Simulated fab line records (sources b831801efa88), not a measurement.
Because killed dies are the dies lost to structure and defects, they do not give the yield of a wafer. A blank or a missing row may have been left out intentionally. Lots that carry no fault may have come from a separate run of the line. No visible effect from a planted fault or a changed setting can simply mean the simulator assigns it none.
Chamber matching + flow gf180mcu + 4 sister chambers for GF_V1_CMP_26 on cmp-01
The step polishes, stops on SiO2, t overpolish 15 s, target thk 0 nm. 27 wafers are shown with their chamber, then 12 later ones without.

WAFERS, EACH WITH ITS CHAMBER
| wafer  | chamber | motor-current-A (A) | time-to-endpoint-s (s) | overpolish-run-s (s) |
|--------|---------|---------------------|------------------------|----------------------|
| L074.1 | 0       | 9.7                 | 89                     | 14.993               |
| L074.5 | 3       | 13.5                | 85                     | 15.010               |
| L074.6 | 2       | 9.6                 | 81                     | 15.007               |
| L077.1 | 0       | 10.0                | 86                     | 14.991               |
| L077.3 | 2       | 10.0                | 81                     | 15.004               |
| L077.5 | 3       | 12.7                | 85                     | 14.992               |
| L079.1 | 0       | 10.1                | 85                     | 15.001               |
| L079.5 | 2       | 9.1                 | 82                     | 15.003               |
| L079.6 | 3       | 12.5                | 82                     | 14.997               |
| L081.1 | 3       | 12.3                | 78                     | 14.997               |
| L081.3 | 1       | 11.3                | 77                     | 15.003               |
| L081.4 | 0       | 9.4                 | 83                     | 15.006               |
| L082.3 | 3       | 12.9                | 81                     | 14.993               |
| L082.4 | 0       | 9.6                 | 86                     | 14.990               |
| L082.6 | 3       | 12.6                | 79                     | 15.009               |
| L083.2 | 1       | 11.5                | 79                     | 14.998               |
| L083.3 | 0       | 10.2                | 84                     | 15.004               |
| L083.6 | 3       | 12.2                | 79                     | 15.010               |
| L084.3 | 2       | 9.6                 | 76                     | 15.001               |
| L084.5 | 2       | 9.8                 | 76                     | 15.005               |
| L084.6 | 3       | 11.9                | 82                     | 14.996               |
| L086.2 | 0       | 10.1                | 90                     | 15.012               |
| L086.4 | 1       | 10.9                | 84                     | 15.000               |
| L086.5 | 2       | 10.2                | 81                     | 15.011               |
| L087.1 | 0       | 9.6                 | 91                     | 15.006               |
| L087.2 | 1       | 11.3                | 84                     | 14.998               |
| L087.6 | 0       | 10.3                | 88                     | 14.998               |

SIGNATURES, as means of the wafers listed above
| reading            | chamber 0 | chamber 1 | chamber 2 | chamber 3 | scatter within a chamber |
|--------------------|-----------|-----------|-----------|-----------|--------------------------|
| motor-current-A    | 9.889     | 11.250    | 9.717     | 12.575    | 0.383                    |
| time-to-endpoint-s | 86.89     | 81.00     | 79.50     | 81.38     | 2.85                     |
| overpolish-run-s   | 15.00011  | 14.99975  | 15.00517  | 15.00050  | 0.0065                   |
Rule: for each reading, subtract the chamber's mean from the wafer's reading, divide by that reading's scatter and square the result; add these up over the readings and take the root, which gives the wafer's distance from the chamber. The wafer belongs to the nearest chamber; if the next one is less than 2 further off, it can't be placed. The scatter: the root of (the sum of the squares of (reading less its chamber's mean) over the shown wafers, divided by (wafers less chambers)).

WAFERS WHOSE CHAMBER IS MISSING
| wafer  | motor-current-A (A) | time-to-endpoint-s (s) | overpolish-run-s (s) |
|--------|---------------------|------------------------|----------------------|
| L088.1 | 10.2                | 88                     | 14.990               |
| L088.2 | 11.6                | 77                     | 15.001               |
| L088.4 | 12.8                | 78                     | 15.003               |
| L090.3 | 10.1                | 84                     | 14.993               |
| L090.5 | 11.1                | 79                     | 14.988               |
| L090.6 | 9.4                 | 85                     | 15.016               |
| L095.3 | 9.7                 | 89                     | 15.011               |
| L095.4 | 10.2                | 93                     | 14.988               |
| L095.5 | 11.3                | 91                     | 15.004               |
| L097.1 | 9.9                 | 81                     | 15.015               |
| L097.5 | 12.8                | 82                     | 14.994               |
| L097.6 | 10.2                | 86                     | 14.999               |

EACH ONE'S CHAMBER
| wafer  | from the rows above          | in truth |
|--------|------------------------------|----------|
| L088.1 | 0                            | 0        |
| L088.2 | can't be placed: 1 or 3      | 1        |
| L088.4 | 3                            | 3        |
| L090.3 | can't be placed: 0 or 2 or 1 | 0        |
| L090.5 | 1                            | 1        |
| L090.6 | can't be placed: 2 or 0      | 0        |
| L095.3 | can't be placed: 0 or 2      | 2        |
| L095.4 | 0                            | 0        |
| L095.5 | can't be placed: 1 or 0 or 3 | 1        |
| L097.1 | can't be placed: 2 or 0      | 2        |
| L097.5 | 3                            | 3        |
| L097.6 | can't be placed: 0 or 2      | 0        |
Correct placement for 5 of the 12. Unplaceable from these rows: 7, with the true chamber sitting among the candidates in 7. Wrongly placed: 0.
